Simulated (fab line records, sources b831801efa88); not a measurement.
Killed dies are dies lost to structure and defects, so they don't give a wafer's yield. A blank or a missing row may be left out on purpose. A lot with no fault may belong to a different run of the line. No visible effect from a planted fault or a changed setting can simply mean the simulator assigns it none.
fab line records	flow gf180mcu	part 1 of 2: steps 1 to 29 of 42
[record] lots = 5	wafers = 15	last-day = 32
route steps=602 shown CONTACT@310 M1@315 V1@335
lots untouched by any fault: they come from a run of this same line in which no faults occurred
start-h: hours from the record's first day to the start of the lot's first wafer shown	wait-h: hours from the lot's prior step to this one	" the same as in the row above	L1.1+2: one row covering several wafers at once	- no value, or no start was given	* or withheld: withheld	< > ~ a bound
route shown NAME@n: a module of which the file shows steps, and the number in the route of the first	usual: mean/standard deviation taken from wafers without a fault	same: alike in all rows	chamber/n: place in a boat	sites: readings site by site	_std_site: the values' standard deviation	_edge_site: outer sites' mean less inner sites'	radius-mm: how far each site lies from the wafer's centre	mask NAME#n: copy n	behind: the last tool/chamber to shape the wafer	hold: why the lot was held/for how many hours/how that ended	device: transistor that didn't switch, given as n, p or np	end of line: the same wafers' tests at the end of the route	a step without rows: its recipe alone	killed: dies lost to structure and defects at the first sort, not the wafer's yield	map: a wafer's dies, marking killed ones x, the rest . and places with no die _
set.NAME: setting as actually run; set.NAME@STEP: the setting as run at that earlier step	model.NAME: the simulator's own value behind a step, which no gauge read
lots seen at some steps along the route; tables by step, rows by wafer
services: when a tool's chamber went out of use (start-h, in hours from the record's first day, below 0 if earlier), for how many hours, and the reason
[[steps]]
[step GF_CONTACT_SPUTTER_23]
[recipe] material = TiN	target-thk-nm = 10	chamber-pressure-pa = 5	power-w = 4000	time-s = 40
[usual] throttle-valve-pct = 29.7/1.1
lot.wafer	tool	chamber	start-h	wait-h	throttle-valve-pct
L079.1	pvd-sputter-04	-	404.93	0.0	28.1
L079.2	"	-	"	"	29.6
L079.6	"	-	"	"	31.7
L082.2	pvd-sputter-02	-	432.47	0.0	30.0
L082.3	"	-	"	"	30.7
L082.4	"	-	"	"	28.2
L083.1	pvd-sputter-02	-	450.59	0.0	30.4
L083.2	"	-	"	"	28.2
L083.3	"	-	"	"	29.9
L085.1	pvd-sputter-04	-	464.22	0.0	29.3
L085.5	"	-	"	"	28.0
L085.6	"	-	"	"	29.6
L089.3	pvd-sputter-03	-	500.14	0.0	27.5
L089.5	"	-	"	"	29.9
L089.6	"	-	"	"	29.5
[step GF_CONTACT_CVD_24]
[recipe] material = W	target-thk-nm = 300	time-s = 90.339	temp-c = 400	pressure-torr = 40
[usual] heater-power-w = 832/120
lot.wafer	tool	chamber	start-h	wait-h	heater-power-w
L079.1	cvd-w-02	1	404.97	0.0	779
L079.2	"	0	"	"	759
L079.6	"	1	"	"	778
L082.2	cvd-w-01	1	432.51	0.0	739
L082.3	"	1	"	"	724
L082.4	"	0	"	"	1004
L083.1	cvd-w-01	0	450.62	0.0	1006
L083.2	"	1	"	"	714
L083.3	"	0	"	"	1023
L085.1	cvd-w-02	0	464.25	0.0	744
L085.5	"	1	"	"	785
L085.6	"	0	"	"	792
L089.3	cvd-w-01	1	500.23	0.1	711
L089.5	"	0	"	"	1018
L089.6	"	1	"	"	721
[step GF_CONTACT_RS_MEAS_25]
[recipe] thk-meas-gauge = four-point-probe	reads = W_of_CONTACT_CVD_24+TiN_of_CONTACT_SPUTTER_23+Ti_of_CONTACT_SPUTTER_22
[usual] CONTACT_W_RS = 0.384/0.0054
lot.wafer	tool	chamber	start-h	wait-h	CONTACT_W_RS[ohm/sq]
L079.1	film-metro-03	-	405.07	0.1	0.379
L079.2	"	-	"	"	0.386
L079.6	"	-	"	"	0.382
L082.2	film-metro-01	-	432.63	0.1	0.382
L082.3	"	-	"	"	0.383
L082.4	"	-	"	"	0.390
L083.1	film-metro-04	-	450.73	0.1	0.385
L083.2	"	-	"	"	0.380
L083.3	"	-	"	"	0.389
L085.1	film-metro-04	-	464.35	0.1	0.381
L085.5	"	-	"	"	0.381
L085.6	"	-	"	"	0.382
L089.3	film-metro-01	-	500.33	0.1	0.377
L089.5	"	-	"	"	0.389
L089.6	"	-	"	"	0.380
[step GF_CONTACT_THK_MEAS_26]
[recipe] thk-meas-gauge = xrf	reads = W_of_CONTACT_CVD_24
[usual] CONTACT_W_THK = 295/4.9
lot.wafer	tool	chamber	start-h	wait-h	CONTACT_W_THK[nm]
L079.1	film-metro-03	-	405.19	0.1	292
L079.2	"	-	"	"	289
L079.6	"	-	"	"	292
L082.2	film-metro-01	-	432.74	0.1	302
L082.3	"	-	"	"	300
L082.4	"	-	"	"	293
L083.1	film-metro-04	-	450.85	0.1	293
L083.2	"	-	"	"	298
L083.3	"	-	"	"	291
L085.1	film-metro-04	-	464.47	0.1	299
L085.5	"	-	"	"	299
L085.6	"	-	"	"	298
L089.3	film-metro-01	-	500.43	0.1	302
L089.5	"	-	"	"	290
L089.6	"	-	"	"	297
[step GF_CONTACT_CMP_27]
[recipe] stop-on = SiO2	down-force-psi = 3.5	platen-rpm = 60	t-overpolish-s = 15	target-thk-nm = 0	pad-velocity-m-s = 0.94248
[usual] motor-current-A = 10.5/0.71	overpolish-run-s = 15.001/0.0095	retaining-ring-pressure-frac = 1.000/0.0048	time-to-endpoint-s = 72/3
lot.wafer	tool	chamber	start-h	wait-h	motor-current-A	overpolish-run-s	retaining-ring-pressure-frac	time-to-endpoint-s
L079.2	cmp-01	0	405.25	0.0	11.5	15.006	1.012	69
L079.1	"	1	"	"	9.4	14.996	0.993	73
L079.6	"	0	"	"	11.4	15.006	1.004	74
L082.3	cmp-02	2	433.11	0.4	11.0	14.992	0.996	71
L082.4	"	3	"	"	10.3	14.984	1.001	70
L082.2	"	0	"	"	10.6	14.994	0.995	68
L083.1	cmp-02	3	451.17	0.3	10.5	15.000	0.994	71
L083.2	"	1	"	"	9.0	15.002	1.004	79
L083.3	"	2	"	"	11.7	14.997	1.001	70
L085.1	cmp-01	2	464.63	0.1	10.1	15.005	1.004	73
L085.5	"	0	"	"	12.2	15.008	1.011	67
L085.6	"	1	"	"	10.3	15.005	1.002	72
L089.3	cmp-02	3	500.57	0.1	10.6	15.005	1.001	73
L089.6	"	1	"	"	9.3	15.004	0.999	74
L089.5	"	2	"	"	11.5	14.990	0.997	67
[step GF_M1_SPUTTER_00]
[recipe] material = Ti	target-thk-nm = 37.5	arriving-ion-energy-ev = 80	substrate-temp-c = 200	chamber-pressure-pa = 2	power-w = 4000	time-s = 150
[usual] throttle-valve-pct = 29.8/1.1
lot.wafer	tool	chamber	start-h	wait-h	throttle-valve-pct
L079.1	pvd-sputter-03	-	405.55	0.2	29.4
L079.2	"	-	"	"	27.6
L079.6	"	-	"	"	29.3
L082.2	pvd-sputter-03	-	433.36	0.1	29.4
L082.3	"	-	"	"	27.6
L082.4	"	-	"	"	30.0
L083.1	pvd-sputter-01	-	451.47	0.2	31.1
L083.2	"	-	"	"	30.2
L083.3	"	-	"	"	29.0
L085.1	pvd-sputter-02	-	464.83	0.1	30.5
L085.5	"	-	"	"	30.2
L085.6	"	-	"	"	27.7
L089.3	pvd-sputter-03	-	500.77	0.1	29.3
L089.5	"	-	"	"	27.9
L089.6	"	-	"	"	29.5
[step GF_M1_SPUTTER_01]
[recipe] material = TiN	target-thk-nm = 30	power-w = 6500	time-s = 25	chamber-pressure-pa = 0.4
[usual] throttle-valve-pct = 29.8/1.1
lot.wafer	tool	chamber	start-h	wait-h	throttle-valve-pct
L079.1	pvd-sputter-03	-	405.65	0.1	29.3
L079.2	"	-	"	"	27.7
L079.6	"	-	"	"	29.4
L082.2	pvd-sputter-03	-	433.46	0.1	29.5
L082.3	"	-	"	"	27.6
L082.4	"	-	"	"	30.0
L083.1	pvd-sputter-01	-	451.57	0.1	31.1
L083.2	"	-	"	"	30.1
L083.3	"	-	"	"	29.0
L085.1	pvd-sputter-02	-	464.93	0.1	30.6
L085.5	"	-	"	"	29.8
L085.6	"	-	"	"	28.3
L089.3	pvd-sputter-03	-	500.87	0.1	29.4
L089.5	"	-	"	"	27.5
L089.6	"	-	"	"	29.5
[step GF_M1_SPUTTER_02]
[recipe] material = AlCu	target-thk-nm = 450	power-w = 10600	time-s = 23.9	chamber-pressure-pa = 0.4
[usual] throttle-valve-pct = 29.7/1.1
lot.wafer	tool	chamber	start-h	wait-h	throttle-valve-pct
L079.1	pvd-sputter-03	-	405.68	0.0	29.2
L079.2	"	-	"	"	27.5
L079.6	"	-	"	"	29.8
L082.2	pvd-sputter-03	-	433.49	0.0	29.7
L082.3	"	-	"	"	27.7
L082.4	"	-	"	"	30.0
L083.1	pvd-sputter-01	-	451.60	0.0	31.2
L083.2	"	-	"	"	30.2
L083.3	"	-	"	"	29.2
L085.1	pvd-sputter-02	-	464.97	0.0	30.4
L085.5	"	-	"	"	29.6
L085.6	"	-	"	"	28.2
L089.3	pvd-sputter-03	-	500.90	0.0	29.3
L089.5	"	-	"	"	27.6
L089.6	"	-	"	"	29.4
[step GF_M1_SPUTTER_03]
[recipe] material = Ti	target-thk-nm = 10	substrate-temp-c = 300	chamber-pressure-pa = 0.3	power-w = 3000	time-s = 6.7
[usual] throttle-valve-pct = 29.8/1.1
lot.wafer	tool	chamber	start-h	wait-h	throttle-valve-pct
L079.1	pvd-sputter-03	-	405.71	0.0	29.1
L079.2	"	-	"	"	27.4
L079.6	"	-	"	"	29.4
L082.2	pvd-sputter-03	-	433.52	0.0	29.4
L082.3	"	-	"	"	27.7
L082.4	"	-	"	"	30.3
L083.1	pvd-sputter-01	-	451.63	0.0	31.5
L083.2	"	-	"	"	30.1
L083.3	"	-	"	"	29.1
L085.1	pvd-sputter-02	-	465.00	0.0	30.4
L085.5	"	-	"	"	30.0
L085.6	"	-	"	"	28.0
L089.3	pvd-sputter-03	-	500.93	0.0	29.4
L089.5	"	-	"	"	27.6
L089.6	"	-	"	"	29.7
[step GF_M1_SPUTTER_04]
[recipe] material = TiN	target-thk-nm = 50	power-w = 6500	time-s = 41.7	chamber-pressure-pa = 0.4
[usual] throttle-valve-pct = 29.8/1.1
lot.wafer	tool	chamber	start-h	wait-h	throttle-valve-pct
L079.1	pvd-sputter-03	-	405.73	0.0	29.2
L079.2	"	-	"	"	27.8
L079.6	"	-	"	"	29.5
L082.2	pvd-sputter-03	-	433.54	0.0	29.5
L082.3	"	-	"	"	27.5
L082.4	"	-	"	"	30.1
L083.1	pvd-sputter-01	-	451.65	0.0	31.4
L083.2	"	-	"	"	30.1
L083.3	"	-	"	"	29.2
L085.1	pvd-sputter-02	-	465.02	0.0	30.4
L085.5	"	-	"	"	30.0
L085.6	"	-	"	"	28.1
L089.3	pvd-sputter-03	-	500.95	0.0	29.3
L089.5	"	-	"	"	27.6
L089.6	"	-	"	"	29.1
[step GF_M1_RS_MEAS_05]
[recipe] thk-meas-gauge = four-point-probe	reads = TiN_of_M1_SPUTTER_04+Ti_of_M1_SPUTTER_03+AlCu_of_M1_SPUTTER_02+TiN_of_M1_SPUTTER_01+Ti_of_M1_SPUTTER_00
[usual] M1_ALCU_RS = 0.0697/0.00074
lot.wafer	tool	chamber	start-h	wait-h	M1_ALCU_RS[ohm/sq]
L079.1	film-metro-02	-	405.77	0.0	0.0697
L079.2	"	-	"	"	0.0697
L079.6	"	-	"	"	0.0691
L082.2	film-metro-01	-	433.60	0.0	0.0706
L082.3	"	-	"	"	0.0710
L082.4	"	-	"	"	0.0709
L083.1	film-metro-01	-	451.69	0.0	0.0689
L083.2	"	-	"	"	0.0693
L083.3	"	-	"	"	0.0698
L085.1	film-metro-02	-	465.06	0.0	0.0700
L085.5	"	-	"	"	0.0696
L085.6	"	-	"	"	0.0699
L089.3	film-metro-03	-	501.03	0.1	0.0698
L089.5	"	-	"	"	0.0696
L089.6	"	-	"	"	0.0697
[step GF_M1_THK_MEAS_06]
[recipe] thk-meas-gauge = xrf	reads = AlCu_of_M1_SPUTTER_02
[usual] M1_ALCU_THK = 452/5.3
lot.wafer	tool	chamber	start-h	wait-h	M1_ALCU_THK[nm]
L079.1	film-metro-02	-	405.89	0.1	454
L079.2	"	-	"	"	455
L079.6	"	-	"	"	457
L082.2	film-metro-01	-	433.71	0.1	445
L082.3	"	-	"	"	444
L082.4	"	-	"	"	445
L083.1	film-metro-01	-	451.81	0.1	456
L083.2	"	-	"	"	454
L083.3	"	-	"	"	451
L085.1	film-metro-02	-	465.18	0.1	451
L085.5	"	-	"	"	454
L085.6	"	-	"	"	454
L089.3	film-metro-03	-	501.13	0.1	449
L089.5	"	-	"	"	451
L089.6	"	-	"	"	451
[step GF_M1_DEHYDRATE_07]
[recipe] temp-c = 200	time-s = 60
lot.wafer	tool	chamber	start-h	wait-h
L079.1+2+6	litho-track-03	0	416.81	10.9
L082.2+3+4	litho-track-01	0	445.43	11.7
L083.1+2+3	litho-track-03	0	463.01	11.2
L085.1+5+6	litho-track-03	0	476.31	11.1
L089.3+5+6	litho-track-01	0	512.65	11.5
[step GF_M1_HMDS_08]
[recipe] prime-time-s = 60	prime-temp-c = 120
lot.wafer	tool	chamber	start-h	wait-h
L079.1+2+6	litho-track-03	0	416.96	0.1
L082.2+3+4	litho-track-01	0	445.58	0.1
L083.1+2+3	litho-track-03	0	463.16	0.1
L085.1+5+6	litho-track-03	0	476.46	0.1
L089.3+5+6	litho-track-01	0	512.80	0.1
[step GF_M1_COAT_09]
[recipe] resist = KrF	spin-rpm = withheld	resist-thk-nm = 1000
lot.wafer	tool	chamber	start-h	wait-h
L079.1+2+6	litho-track-03	0	417.11	0.1
L082.2+3+4	litho-track-01	0	445.73	0.1
L083.1+2+3	litho-track-03	0	463.31	0.1
L085.1+5+6	litho-track-03	0	476.61	0.1
L089.3+5+6	litho-track-01	0	512.95	0.1
[step GF_M1_SOFTBAKE_10]
[recipe] temp-c = 130	time-s = 60	resist = KrF
lot.wafer	tool	chamber	start-h	wait-h
L079.1+2+6	litho-track-03	0	417.26	0.1
L082.2+3+4	litho-track-01	0	445.88	0.1
L083.1+2+3	litho-track-03	0	463.46	0.1
L085.1+5+6	litho-track-03	0	476.76	0.1
L089.3+5+6	litho-track-01	0	513.10	0.1
[step GF_M1_EXPOSE_11]
[recipe] mask-id = Metal1	target-cd-nm = 230	na = 0.68	source-shape = conventional	sigma-outer = 0.6	dose-mj = 28
[same] na = 0.68
lot.wafer	tool	chamber	start-h	wait-h	mask
L079.1+2+6	krf-scanner-02	0	-	-	Metal1#0
L082.2+3+4	krf-scanner-02	0	-	-	Metal1#0
L083.1+2+3	krf-scanner-01	0	-	-	Metal1#0
L085.1+5+6	krf-scanner-01	0	-	-	Metal1#0
L089.3+5+6	krf-scanner-02	0	-	-	Metal1#0
[step GF_M1_PEB_12]
[recipe] peb-temp-c = 135	peb-time-s = 90	resist = KrF
lot.wafer	tool	chamber	start-h	wait-h
L079.1+2+6	litho-track-03	0	-	-
L082.2+3+4	litho-track-03	0	-	-
L083.1+2+3	litho-track-02	0	-	-
L085.1+5+6	litho-track-02	0	-	-
L089.3+5+6	litho-track-01	0	-	-
[step GF_M1_DEVELOP_13]
[recipe] develop-time-s = 60	dev-temp-c = 21
lot.wafer	tool	chamber	start-h	wait-h
L079.1+2+6	litho-track-03	0	428.91	0.2
L082.2+3+4	litho-track-03	0	457.83	0.2
L083.1+2+3	litho-track-02	0	475.14	0.2
L085.1+5+6	litho-track-02	0	488.34	0.2
L089.3+5+6	litho-track-01	0	524.75	0.1
[step GF_M1_CD_MEAS_14]
[recipe] target-cd-nm = 230
[usual] cd-nm = 230.0/1.5
lot.wafer	tool	chamber	start-h	wait-h	cd-nm
L079.1	cd-sem-02	-	429.06	0.1	231.6
L079.2	"	-	"	"	230.2
L079.6	"	-	"	"	230.0
L082.2	cd-sem-01	-	457.98	0.1	231.2
L082.3	"	-	"	"	229.9
L082.4	"	-	"	"	231.8
L083.1	cd-sem-02	-	475.29	0.1	230.1
L083.2	"	-	"	"	229.2
L083.3	"	-	"	"	228.6
L085.1	cd-sem-01	-	488.49	0.1	229.7
L085.5	"	-	"	"	231.0
L085.6	"	-	"	"	230.5
L089.3	cd-sem-01	-	524.89	0.1	230.2
L089.5	"	-	"	"	230.4
L089.6	"	-	"	"	229.9
[step GF_M1_OVL_MEAS_15]
[usual] M1_OVL = 3/6.5
lot.wafer	tool	chamber	start-h	wait-h	M1_OVL[nm]
L079.1	overlay-01	-	429.18	0.1	-11
L079.2	"	-	"	"	-8
L079.6	"	-	"	"	-6
L082.2	overlay-01	-	458.08	0.1	10
L082.3	"	-	"	"	13
L082.4	"	-	"	"	9
L083.1	overlay-02	-	475.41	0.1	10
L083.2	"	-	"	"	13
L083.3	"	-	"	"	15
L085.1	overlay-02	-	488.61	0.1	7
L085.5	"	-	"	"	4
L085.6	"	-	"	"	8
L089.3	overlay-01	-	524.98	0.1	9
L089.5	"	-	"	"	14
L089.6	"	-	"	"	4
[step GF_M1_METAL_ETCH_16]
[recipe] chemistry = Cl2/BCl3	mask-material = KrF	target-depth-nm = 627.5	stop-on = SiO2	pressure-mtorr = 8	icp-w = 800	bias-w = 140	Cl2_flow_sccm = 80	bcl3-flow-sccm = 40	time-s = 104.6
[usual] bcl3-flow-sccm = 39.99/0.11	drypump-motor-current-A = 5.5/0.42	he-backside-leak-sccm = 3.30/0.2	oes-product-au = 0.971/0.0063	throttle-valve-pct = 28.253/0.01
lot.wafer	tool	chamber	start-h	wait-h	bcl3-flow-sccm	drypump-motor-current-A	he-backside-leak-sccm	oes-product-au	rf-hours-counter-h	throttle-valve-pct
L079.1	rie-metal-03	1	429.21	0.0	39.89	5.5	3.44	0.964	9	28.271
L079.2	"	0	"	"	39.97	5.2	3.11	0.969	10	28.249
L079.6	"	0	"	"	39.92	5.1	3.18	0.966	-	28.260
L082.2	rie-metal-04	1	458.11	0.0	40.03	5.0	3.41	0.975	7	28.250
L082.3	"	1	"	"	40.02	4.9	3.28	0.970	-	28.258
L082.4	"	0	"	"	40.10	6.2	2.86	0.961	-	28.256
L083.1	rie-metal-03	0	475.44	0.0	40.01	5.1	3.18	0.982	11	28.265
L083.2	"	1	"	"	40.06	5.4	3.76	0.969	10	28.257
L083.3	"	1	"	"	40.12	5.4	3.42	0.972	-	28.256
L085.1	rie-metal-04	1	488.64	0.0	40.20	5.0	3.34	0.970	7	28.262
L085.5	"	0	"	"	39.95	6.2	3.18	0.980	-	28.244
L085.6	"	1	"	"	40.05	5.0	3.44	0.968	-	28.259
L089.3	rie-metal-01	0	525.04	0.1	40.12	5.8	3.32	0.968	-	28.265
L089.5	"	1	"	"	40.10	5.9	3.40	0.977	-	28.249
L089.6	"	0	"	"	40.23	5.8	3.33	0.978	-	28.247
[step GF_M1_STRIP_17]
[recipe] chemistry = O2/N2	power-w = 1400	pressure-mtorr = 1500	platen-temp-c = 250	o2-flow-sccm = 3000	n2-flow-sccm = 300	overash-fraction = 0.5
[usual] drypump-motor-current-A = 5.7/0.31	heater-power-w = 324/43	oes-product-au = 0.558/0.0049	strip-time-to-endpoint-s = 7.88/0.048
lot.wafer	tool	chamber	start-h	wait-h	drypump-motor-current-A	heater-power-w	oes-product-au	rf-hours-counter-h	strip-time-to-endpoint-s
L079.1	plasma-asher-01	0	429.33	0.1	6.0	295	0.559	63	7.91
L079.2	"	1	"	"	5.3	359	0.555	63	7.89
L079.6	"	1	"	"	5.3	375	0.549	-	7.91
L082.2	plasma-asher-04	0	458.23	0.1	5.9	301	0.554	33	7.91
L082.3	"	1	"	"	5.9	367	0.556	-	7.88
L082.4	"	0	"	"	5.9	291	0.555	-	7.87
L083.1	plasma-asher-04	0	475.59	0.1	5.9	301	0.569	35	7.88
L083.2	"	1	"	"	5.9	362	0.563	35	7.90
L083.3	"	1	"	"	5.8	363	0.561	-	7.89
L085.1	plasma-asher-04	0	488.76	0.1	5.9	299	0.549	37	7.80
L085.5	"	1	"	"	5.9	365	0.563	-	7.80
L085.6	"	0	"	"	5.9	294	0.548	-	7.80
L089.3	plasma-asher-04	0	525.15	0.1	5.9	298	0.553	-	7.96
L089.5	"	0	"	"	5.9	296	0.557	-	7.91
L089.6	"	1	"	"	5.9	368	0.563	-	7.91
[step GF_M1_STRIP_18]
[recipe] chemistry = post-etch-residue-remover	time-s = 1200	temp-c = 72.5
lot.wafer	tool	chamber	start-h	wait-h
L079.1+2+6	wet-bench-04	1	429.43	0.1
L082.2+3+4	wet-bench-04	0	458.33	0.1
L083.1+2+3	wet-bench-04	2	475.69	0.1
L085.1+5+6	wet-bench-04	3	488.86	0.1
L089.3+5+6	wet-bench-01	0	525.22	0.0
[step GF_M1_CLEAN_19]
[recipe] chemistry = DIW	dry = n2-spin
lot.wafer	tool	chamber	start-h	wait-h
L079.1+2+6	wet-bench-02	1	429.77	0.0
L082.2+3+4	wet-bench-04	1	458.67	0.0
L083.1+2+3	wet-bench-02	2	476.04	0.0
L085.1+5+6	wet-bench-01	1	489.20	0.0
L089.3+5+6	wet-bench-02	1	525.63	0.0
[step GF_V1_CVD_00]
[recipe] material = SiO2	target-thk-nm = 600	sigma-open-frac = 0.3	temp-c = 400	time-s = 95.3	sih4-flow-sccm = 60	pressure-mtorr = 6
lot.wafer	tool	chamber	start-h	wait-h
L079.1+2+6	hdpcvd-02	2,1,0	429.87	0.0
L082.2+3+4	hdpcvd-02	0,1,1	458.76	0.0
L083.1+2+3	hdpcvd-02	1,0,2	476.13	0.0
L085.1+5+6	hdpcvd-01	1,2,0	489.29	0.0
L089.3+5+6	hdpcvd-01	0,1,0	525.72	0.0
[step GF_V1_THK_MEAS_01]
[recipe] reads = SiO2_of_V1_CVD_00
[usual] V1_CVD_00_THK = 569/6.8
lot.wafer	tool	chamber	start-h	wait-h	V1_CVD_00_THK[nm]
L079.1	film-metro-04	-	429.94	0.0	563
L079.2	"	-	"	"	560
L079.6	"	-	"	"	552
L082.2	film-metro-03	-	458.84	0.0	556
L082.3	"	-	"	"	566
L082.4	"	-	"	"	571
L083.1	film-metro-02	-	476.20	0.0	574
L083.2	"	-	"	"	563
L083.3	"	-	"	"	567
L085.1	film-metro-04	-	489.36	0.0	573
L085.5	"	-	"	"	559
L085.6	"	-	"	"	568
L089.3	film-metro-04	-	525.81	0.1	563
L089.5	"	-	"	"	574
L089.6	"	-	"	"	569
[step GF_V1_CVD_02]
[recipe] material = SiO2	target-thk-nm = 850	precursor = TEOS	temp-c = 400	time-s = 94.851	rf-w = 600
[usual] heater-power-w = 692/74
lot.wafer	tool	chamber	start-h	wait-h	heater-power-w
L079.1	pecvd-02	0	430.00	0.1	734
L079.2	"	1	"	"	677
L079.6	"	1	"	"	718
L082.2	pecvd-04	2	458.89	0.0	696
L082.3	"	0	"	"	830
L082.4	"	0	"	"	647
L083.1	pecvd-02	2	476.26	0.1	714
L083.2	"	0	"	"	593
L083.3	"	1	"	"	733
L085.1	pecvd-04	2	489.42	0.1	691
L085.5	"	2	"	"	726
L085.6	"	0	"	"	787
L089.3	pecvd-04	2	525.85	0.0	621
L089.5	"	1	"	"	647
L089.6	"	0	"	"	757
[step GF_V1_THK_MEAS_03]
[recipe] reads = SiO2_of_V1_CVD_02
[usual] V1_CVD_02_THK = 843/9.8
lot.wafer	tool	chamber	start-h	wait-h	V1_CVD_02_THK[nm]
L079.1	film-metro-03	-	430.07	0.0	845
L079.2	"	-	"	"	843
L079.6	"	-	"	"	849
L082.2	film-metro-04	-	458.97	0.0	852
L082.3	"	-	"	"	834
L082.4	"	-	"	"	862
L083.1	film-metro-03	-	476.33	0.0	841
L083.2	"	-	"	"	833
L083.3	"	-	"	"	827
L085.1	film-metro-02	-	489.49	0.0	847
L085.5	"	-	"	"	852
L085.6	"	-	"	"	853
L089.3	film-metro-02	-	525.94	0.1	852
L089.5	"	-	"	"	843
L089.6	"	-	"	"	852
